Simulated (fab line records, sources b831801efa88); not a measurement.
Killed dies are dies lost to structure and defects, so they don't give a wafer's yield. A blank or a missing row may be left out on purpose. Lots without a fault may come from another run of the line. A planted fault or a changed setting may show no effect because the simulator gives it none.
fab line records | flow sky130
record lots=5 wafers=15 last_day=50
route steps=708 shown CONTACT@423 METAL1@434 PAD_OPEN@708
lots that met no fault: from a run of the same line without faults
start_h: hours from the record's first day to the start of the lot's first wafer shown | wait_h: hours since the lot's step before | " the same as in the row above | L1.1+2: a row that stands for several wafers | - no value, or no start given | * or withheld: withheld | < > ~ a bound
route shown NAME@n: a module of which the file shows steps, and the number in the route of the first | usual: mean/standard deviation of fault-free wafers | same: alike in all rows | chamber/n: place in a boat | sites: the reading at each site | _std_site: their standard deviation | _edge_site: outer sites' mean less inner sites' | radius_mm: how far each site lies from the wafer's centre | mask NAME#n: copy n | behind: the tool/chamber that last shaped the wafer | hold: why the lot was held/for how many hours/how that ended | device: the transistor (n, p or np) that didn't switch | end of line: the same wafers' tests at the end of the route | a step without rows: its recipe alone | killed: dies lost to structure and defects at the first sort, not the wafer's yield | map: a wafer's dies, x killed, . not, _ none there
set.NAME: the setting as run; set.NAME@STEP: as run at that earlier step | model.NAME: the simulator's own value behind a step, which no gauge read
lots at some steps of the route; a table a step, a row a wafer
services: from which hour (start_h, from the record's first day; less than 0 if before it) a tool's chamber was out of use, for how many hours, and why
## steps
# step SKY_CONTACT_ETCH_17
# recipe target=SiO2 chemistry=C4F8/O2/Ar stop_on=Si3N4 mask_material=KrF-thick source_w=1500 bias_w=1200 pressure_mtorr=40 c4f8_flow_sccm=withheld O2_flow_sccm=6 Ar_flow_sccm=300 time_s=withheld target_depth_a=3400
# usual oes_product_au=0.893/0.0049
# columns lot.wafer tool chamber start_h wait_h oes_product_au
L945.1 rie_diel-01 2 783.31 0.0 0.884
L945.5 " 0 " " 0.894
L945.6 " 1 " " 0.890
L948.3 rie_diel-01 1 803.19 0.0 0.893
L948.4 " 2 " " 0.889
L948.6 " 0 " " 0.894
L958.2 rie_diel-04 2 876.46 0.0 0.893
L958.4 " 0 " " 0.885
L958.5 " 1 " " 0.892
L962.2 rie_diel-03 3 902.56 0.0 0.883
L962.4 " 3 " " 0.893
L962.6 " 1 " " 0.889
L963.1 rie_diel-01 3 906.81 0.0 0.893
L963.5 " 1 " " 0.895
L963.6 " 0 " " 0.891
# step SKY_CONTACT_ETCH_18
# recipe target=Si3N4 chemistry=CHF3/O2 stop_on=TiN source_w=600 bias_w=200 pressure_mtorr=40 chf3_flow_sccm=50 O2_flow_sccm=5 time_s=39 target_depth_a=750
# step SKY_CONTACT_STRIP_19
# recipe chemistry=O2/N2 power_w=1400 pressure_mtorr=1500 platen_temp_c=withheld o2_flow_sccm=3000 n2_flow_sccm=300 overash_fraction=0.5
# usual drypump_motor_current_A=5.9/0.44 oes_product_au=0.381/0.005 strip_time_to_endpoint_s=3.63/0.032
# columns lot.wafer tool chamber start_h wait_h drypump_motor_current_A oes_product_au rf_hours_counter_h strip_time_to_endpoint_s
L945.1 plasma_asher-03 0 783.40 - 6.3 0.379 97 3.59
L945.5 " 1 " " 6.6 0.371 - 3.58
L945.6 " 0 " " 6.3 0.380 - 3.61
L948.3 plasma_asher-03 0 803.31 - 6.3 0.386 - 3.65
L948.4 " 1 " " 6.5 0.373 - 3.62
L948.6 " 1 " " 6.5 0.378 - 3.57
L958.2 plasma_asher-01 1 876.55 - 5.7 0.393 75 3.69
L958.4 " 0 " " 5.2 0.384 - 3.66
L958.5 " 1 " " 5.7 0.377 - 3.58
L962.2 plasma_asher-01 0 902.65 - 5.2 0.374 79 3.66
L962.4 " 0 " " 5.2 0.385 - 3.68
L962.6 " 0 " " 5.2 0.376 - 3.63
L963.1 plasma_asher-01 0 906.90 - 5.2 0.383 80 3.64
L963.5 " 0 " " 5.2 0.378 - 3.62
L963.6 " 1 " " 5.7 0.383 - 3.64
# step SKY_CONTACT_STRIP_20
# recipe chemistry=post_etch_residue_remover time_s=1200 temp_c=72.5
# step SKY_CONTACT_CLEAN_21
# recipe chemistry=IPA time_s=180 temp_c=25
# step SKY_CONTACT_CLEAN_22
# recipe chemistry=O3/DIW dry=n2_spin
# step SKY_CONTACT_SPUTTER_23
# recipe material=TiN target_thk_nm=20 chamber_pressure_pa=5 power_w=4000 time_s=80
# usual throttle_valve_pct=29.8/1.2
# columns lot.wafer tool chamber start_h wait_h throttle_valve_pct
L945.1 pvd_sputter-02 - 784.04 0.0 31.6
L945.5 " - " " 30.1
L945.6 " - " " 28.8
L948.3 pvd_sputter-04 - 803.87 0.0 28.5
L948.4 " - " " 30.3
L948.6 " - " " 28.4
L958.2 pvd_sputter-04 - 877.17 0.0 28.3
L958.4 " - " " 30.4
L958.5 " - " " 28.5
L962.2 pvd_sputter-01 - 903.24 0.0 31.5
L962.4 " - " " 29.8
L962.6 " - " " 30.0
L963.1 pvd_sputter-04 - 907.50 0.0 30.1
L963.5 " - " " 28.3
L963.6 " - " " 30.4
# step SKY_CONTACT_CVD_24
# recipe material=W target_thk_nm=340 time_s=102.12 temp_c=400 pressure_torr=40
# step SKY_CONTACT_RS_MEAS_25
# recipe thk_meas_gauge=four-point-probe reads=W_of_CONTACT_CVD_24+TiN_of_CONTACT_SPUTTER_23
# usual CONTACT_W_RS=0.341/0.0039
# columns lot.wafer tool chamber start_h wait_h CONTACT_W_RS[ohm/sq]
L945.1 film_metro-03 - 784.21 0.1 0.340
L945.5 " - " " 0.341
L945.6 " - " " 0.343
L948.3 film_metro-03 - 804.08 0.1 0.335
L948.4 " - " " 0.332
L948.6 " - " " 0.339
L958.2 film_metro-02 - 877.36 0.1 0.339
L958.4 " - " " 0.347
L958.5 " - " " 0.337
L962.2 film_metro-04 - 903.43 0.1 0.349
L962.4 " - " " 0.347
L962.6 " - " " 0.350
L963.1 film_metro-02 - 907.67 0.1 0.349
L963.5 " - " " 0.347
L963.6 " - " " 0.348
# step SKY_CONTACT_THK_MEAS_26
# recipe thk_meas_gauge=xrf reads=W_of_CONTACT_CVD_24
# usual CONTACT_W_THK=355/6.3
# columns lot.wafer tool chamber start_h wait_h CONTACT_W_THK[nm]
L945.1 film_metro-03 - 784.33 0.1 354
L945.5 " - " " 355
L945.6 " - " " 353
L948.3 film_metro-03 - 804.18 0.1 364
L948.4 " - " " 367
L948.6 " - " " 361
L958.2 film_metro-02 - 877.47 0.1 366
L958.4 " - " " 357
L958.5 " - " " 366
L962.2 film_metro-04 - 903.54 0.1 342
L962.4 " - " " 347
L962.6 " - " " 343
L963.1 film_metro-02 - 907.79 0.1 346
L963.5 " - " " 351
L963.6 " - " " 347
# step SKY_CONTACT_CMP_27
# recipe stop_on=SiO2 t_overpolish_s=15 down_force_psi=3.5 platen_rpm=60 target_thk_nm=0 pad_velocity_m_s=0.94248
# usual motor_current_A=11.1/1.1 overpolish_run_s=14.999/0.0087 time_to_endpoint_s=84/5.4
# columns lot.wafer tool chamber start_h wait_h motor_current_A overpolish_run_s time_to_endpoint_s
L945.1 cmp-02 0 784.44 0.1 12.3 15.006 73
L945.6 " 3 " " 8.6 14.997 84
L945.5 " 0 " " 11.2 14.987 74
L948.4 cmp-01 2 804.27 0.1 11.6 14.991 91
L948.3 " 0 " " 12.1 14.989 90
L948.6 " 1 " " 11.9 15.001 86
L958.2 cmp-02 1 877.57 0.1 11.1 14.995 81
L958.4 " 2 " " 9.9 14.992 91
L958.5 " 0 " " 11.9 15.003 77
L962.4 cmp-02 3 903.72 0.1 9.1 15.011 88
L962.2 " 2 " " 9.9 15.016 90
L962.6 " 3 " " 8.9 14.991 87
L963.1 cmp-02 3 907.95 0.1 8.9 15.002 83
L963.5 " 1 " " 11.7 14.984 80
L963.6 " 2 " " 10.1 14.992 87
# step SKY_METAL1_SPUTTER_00
# recipe material=Ti target_thk_nm=15 power_w=3000 time_s=10 chamber_pressure_pa=0.4
# step SKY_METAL1_SPUTTER_01
# recipe material=TiN target_thk_nm=20 power_w=6500 time_s=16.7 chamber_pressure_pa=0.4
# usual throttle_valve_pct=29.7/1.1
# columns lot.wafer tool chamber start_h wait_h throttle_valve_pct model.TiN_of_METAL1_SPUTTER_01.thk_nm
L945.1 pvd_sputter-01 - 784.71 0.0 28.6 20.55
L945.5 " - " " 29.8 20.1
L945.6 " - " " 28.4 20.6
L948.3 pvd_sputter-01 - 804.55 0.0 31.4 20.04
L948.4 " - " " 28.4 20.67
L948.6 " - " " 27.7 20.53
L958.2 pvd_sputter-01 - 877.85 0.0 27.7 20.61
L958.4 " - " " 29.9 20.19
L958.5 " - " " 27.8 21.24
L962.2 pvd_sputter-02 - 904.04 0.0 30.4 19.75
L962.4 " - " " 31.4 20.33
L962.6 " - " " 31.0 19.71
L963.1 pvd_sputter-03 - 908.17 0.0 31.0 19.51
L963.5 " - " " 30.0 19.64
L963.6 " - " " 29.8 19.46
# step SKY_METAL1_SPUTTER_02
# recipe material=AlCu target_thk_nm=250 power_w=10600 time_s=13.3 chamber_pressure_pa=0.4
# usual throttle_valve_pct=29.7/1.2
# columns lot.wafer tool chamber start_h wait_h throttle_valve_pct
L945.1 pvd_sputter-01 - 784.74 0.0 28.9
L945.5 " - " " 30.0
L945.6 " - " " 28.2
L948.3 pvd_sputter-01 - 804.57 0.0 31.3
L948.4 " - " " 28.6
L948.6 " - " " 27.6
L958.2 pvd_sputter-01 - 877.87 0.0 27.9
L958.4 " - " " 30.0
L958.5 " - " " 27.6
L962.2 pvd_sputter-02 - 904.07 0.0 30.4
L962.4 " - " " 31.4
L962.6 " - " " 30.8
L963.1 pvd_sputter-03 - 908.20 0.0 31.2
L963.5 " - " " 30.0
L963.6 " - " " 29.4
# step SKY_PAD_OPEN_PROBE_99
# usual defect_limited_yield=82.4/2 killed_at_M0_to_M3=43/6.7 killed_at_M4_up=3.2/2.1 killed_at_contacts=25/5.9 killed_at_front_end=16/4.7 killed_at_other=0.3/0.54 killed_dies=87/9.8 killed_open=47/6.7 killed_short=40/6.5 sort_bin_3_pad_short=0.9/0.45 sort_bin_5_function=10.5/1.5 sort_bin_6_memory=6.2/1.2 sort_n_pass=405/9.8 sort_yield_pct=82.4/2
# same gross_dies=492 killed_at_back_side=0 sort_bin_4_leakage[%]=0 sort_bin_8_speed[%]=0
# columns lot.wafer tool chamber start_h wait_h defect_limited_yield[%] killed_at_M0_to_M3 killed_at_M4_up killed_at_contacts killed_at_front_end killed_at_other killed_dies killed_open killed_short sort_bin_3_pad_short[%] sort_bin_5_function[%] sort_bin_6_memory[%] sort_n_pass sort_yield_pct[%]
L948.3 prober-02 - 1130.38 0.2 78.3 42 6 40 19 0 107 59 48 2.2 11.6 7.9 385 78.3
L948.4 prober-02 - 1130.43 0.2 78.5 46 5 39 16 0 106 60 46 1.0 13.2 7.3 386 78.5
L948.6 prober-02 - 1130.53 0.2 81.5 46 2 27 16 0 91 51 40 0.4 10.6 7.5 401 81.5
L958.2 prober-02 - 1182.03 0.1 83.1 41 5 20 17 0 83 45 37 0.8 9.3 6.7 409 83.1
L958.4 prober-02 - 1182.13 0.2 83.5 43 6 20 11 1 81 42 39 0.6 9.6 6.3 411 83.5
L958.5 prober-02 - 1182.18 0.2 84.6 35 1 20 20 0 76 40 36 1.0 9.8 4.7 416 84.6
L963.1 prober-01 - 1201.83 0.1 81.1 50 3 24 16 0 93 55 37 0.8 9.6 8.5 399 81.1
L963.5 prober-01 - 1202.03 0.2 81.7 42 1 29 18 0 90 52 38 0 9.3 8.9 402 81.7
L963.6 prober-01 - 1202.08 0.2 85.4 42 1 17 12 0 72 44 28 0.2 10.0 4.5 420 85.4
# killed by level:class
L948.3 CONTACT:geometric_particle:open=17 LI_CONTACT:geometric_particle:open=12 METAL1:geometric_particle:short=10 VIA1:geometric_particle:open=9 CONTACT:geometric_particle:short=6 FIELD_ISO:geometric_particle:short=5 FIELD_ISO:geometric_particle:open=4 POLY_GATE:geometric_particle:short=4
L948.4 LI_CONTACT:geometric_particle:open=15 CONTACT:geometric_particle:open=12 VIA1:geometric_particle:open=8 METAL1:geometric_particle:short=7 VIA3:geometric_particle:open=6 POLY_GATE:geometric_particle:short=5 CONTACT:geometric_particle:short=5 VIA1:geometric_particle:short=5
L948.6 LI_CONTACT:geometric_particle:open=9 METAL1:geometric_particle:short=9 CONTACT:geometric_particle:open=8 VIA1:geometric_particle:open=7 FIELD_ISO:geometric_particle:open=5 CONTACT:geometric_particle:short=5 METAL2:geometric_particle:short=5 VIA2:geometric_particle:open=5
L958.2 VIA3:geometric_particle:open=12 POLY_GATE:geometric_particle:short=7 CONTACT:geometric_particle:open=7 VIA1:geometric_particle:open=7 CONTACT:geometric_particle:short=6 POLY_GATE:geometric_particle:open=5 VIA2:geometric_particle:open=5 VIA2:geometric_particle:short=4
L958.4 VIA2:geometric_particle:open=7 CONTACT:geometric_particle:open=7 METAL1:geometric_particle:short=7 METAL2:geometric_particle:short=6 VIA1:geometric_particle:open=6 CONTACT:geometric_particle:short=5 VIA3:geometric_particle:open=4 LI_CONTACT:geometric_particle:open=4
L958.5 VIA1:geometric_particle:open=7 POLY_GATE:geometric_particle:open=6 CONTACT:geometric_particle:short=6 VIA2:geometric_particle:open=6 FIELD_ISO:geometric_particle:short=5 POLY_GATE:geometric_particle:short=5 CONTACT:geometric_particle:open=5 LI_CONTACT:geometric_particle:open=4
L963.1 VIA1:geometric_particle:open=17 CONTACT:geometric_particle:open=9 FIELD_ISO:geometric_particle:short=7 VIA2:geometric_particle:open=7 LI_CONTACT:geometric_particle:open=6 VIA3:geometric_particle:open=6 VIA1:geometric_particle:short=5 METAL2:geometric_particle:short=5
L963.5 CONTACT:geometric_particle:open=10 POLY_GATE:geometric_particle:open=9 VIA1:geometric_particle:open=9 LI_CONTACT:geometric_particle:open=7 METAL1:geometric_particle:short=7 LOCAL_INTERCONNECT:geometric_particle:short=6 METAL2:geometric_particle:short=6 VIA2:geometric_particle:open=5
L963.6 VIA1:geometric_particle:open=11 LI_CONTACT:geometric_particle:open=8 VIA3:geometric_particle:open=8 CONTACT:geometric_particle:open=5 VIA1:geometric_particle:short=5 POLY_GATE:geometric_particle:short=4 VIA2:geometric_particle:open=3 METAL2:geometric_particle:open=3
## services
# columns tool chamber start_h hours kind
pvd_sputter-04 - 762.72 0.9 repair
cmp-02 - 764.18 1.1 repair
plasma_asher-03 - 766.98 2.8 pm
rie_diel-04 - 770.70 2.8 pm
rie_diel-03 3 773.60 - clean
rie_diel-03 3 773.60 23.6 scheduled_down
rie_diel-04 3 784.85 5.1 repair
cmp-01 - 804.57 1.5 repair
rie_diel-01 - 814.62 4.3 pm
plasma_asher-01 - 818.45 2.8 pm
cmp-01 - 820.68 5.3 pm
pvd_sputter-03 - 835.46 3.0 repair
rie_diel-03 - 836.84 0.4 repair
pvd_sputter-03 - 855.34 1.8 repair
rie_diel-03 - 861.77 1.4 repair
rie_diel-01 2 862.75 21.8 repair
plasma_asher-01 - 863.89 4.3 repair
rie_diel-01 3 881.58 6.9 repair
rie_diel-03 - 886.14 3.2 repair
rie_diel-03 1 888.87 10.9 repair
pvd_sputter-01 - 890.16 9.0 repair
plasma_asher-01 - 893.67 1.4 repair
plasma_asher-03 - 895.55 28.1 pm
rie_diel-03 2 898.28 5.9 repair
## key
first_sign none at tools or gauges
model_effect step=SKY_METAL1_SPUTTER_01 value=TiN_of_METAL1_SPUTTER_01.thk_nm without=20.49 struck=21.24
met_at SKY_METAL1_SPUTTER_01
struck_wafers L958.5
onset_between 804.55 877.85
fault kind=process_parameter_drift tool=pvd_sputter-01 chamber=- onset_h=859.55 steps=SKY_METAL1_SPUTTER_01 channel=time_s offset=* shape=step end_h=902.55 scope=struck_wafers_only acts_in=* stated=*
